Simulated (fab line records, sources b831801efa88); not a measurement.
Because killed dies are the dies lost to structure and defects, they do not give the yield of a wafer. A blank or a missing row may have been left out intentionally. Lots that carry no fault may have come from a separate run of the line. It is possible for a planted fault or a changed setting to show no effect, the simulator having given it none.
The same fault as seen by 2 desks || flow gf180mcu || what lay behind the numbers comes last; until then each desk has only its own

== DESK OF THE TOOL OWNER: rie diel-02 ==
The tool's own readings at GF_CONTACT_ETCH_16 (etches BARC in N2/H2): means of the sampled wafers that have a number, for each lot that ran on this tool. A lot is out of limits, marked OUT, if its mean lies more than 4 standard deviations from the usual mean; the brackets give that distance.
Columns: A = bias w at GF_CONTACT_ETCH_16, usual 100.0 W; B = drypump motor current A at GF_CONTACT_ETCH_16, usual 5.8 A; C = oes product au at GF_CONTACT_ETCH_16, usual 0.854 a.u.; D = throttle valve pct at GF_CONTACT_ETCH_16, usual 13.224 %
{"lot": "L808", "first seen here": "day 16 01:14", "A": 100.0, "B": 5.9, "C": 0.852, "D": 13.229}
{"lot": "L813", "first seen here": "day 17 22:08", "A": "107.6 (+25) OUT", "B": 5.9, "C": 0.854, "D": 13.231}
{"lot": "L814", "first seen here": "day 18 15:35", "A": "107.6 (+25) OUT", "B": 6.2, "C": 0.858, "D": 13.230}
Finding of this desk: L813, L814 out of limits; the first was L813 at day 17 22:08, on bias w at GF_CONTACT_ETCH_16. L808 stayed within limits.

== FROM THE METROLOGY DESK ==
What the gauges read for every lot (on any tool): the sampled wafers with a number, averaged. A lot is out of limits, marked OUT, if its mean lies more than 4 standard deviations from the usual mean; the brackets give that distance.
Columns: A = CONTACT_BOW at GF_CONTACT_BOW_MEAS_05, usual 64 um; B = cd nm at GF_CONTACT_CD_MEAS_14, usual 220.1 nm; C = CONTACT_OVL at GF_CONTACT_OVL_MEAS_15, usual -4 nm
{"lot": "L808", "first seen here": "day 15 02:45", "A": 70, "B": 220.4, "C": 3}
{"lot": "L809", "first seen here": "day 15 18:46", "A": 58, "B": 222.2, "C": -4}
{"lot": "L813", "first seen here": "day 16 23:26", "A": 67, "B": 217.3, "C": -8}
{"lot": "L814", "first seen here": "day 17 15:47", "A": 61, "B": 221.1, "C": -2}
{"lot": "L823", "first seen here": "day 21 04:25", "A": 60, "B": 221.8, "C": -8}
{"lot": "L825", "first seen here": "day 21 08:21", "A": 61, "B": 222.0, "C": -4}
This desk's finding: nothing out of limits on any of the 6 lots.

== ALL TOGETHER ==
The tool owner's desk had the chance to raise an alarm at day 17 22:08 on L813, L814.
Metrology desk: nothing out of limits seen.
The metrology desk has L813, L814 on record, within its limits.
The lots listed all ran GF_CONTACT_ETCH_16 on rie diel-02.

== WHAT THE SIMULATOR HAD INSERTED ==
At GF_CONTACT_ETCH_16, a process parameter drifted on rie diel-02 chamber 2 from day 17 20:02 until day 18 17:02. Setting bias w shifted by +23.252 from 100. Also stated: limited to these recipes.
Struck lots among those shown: L813, L814.
Hours from the fault's start to each desk's first reading out of limits: the tool owner's desk, 2.
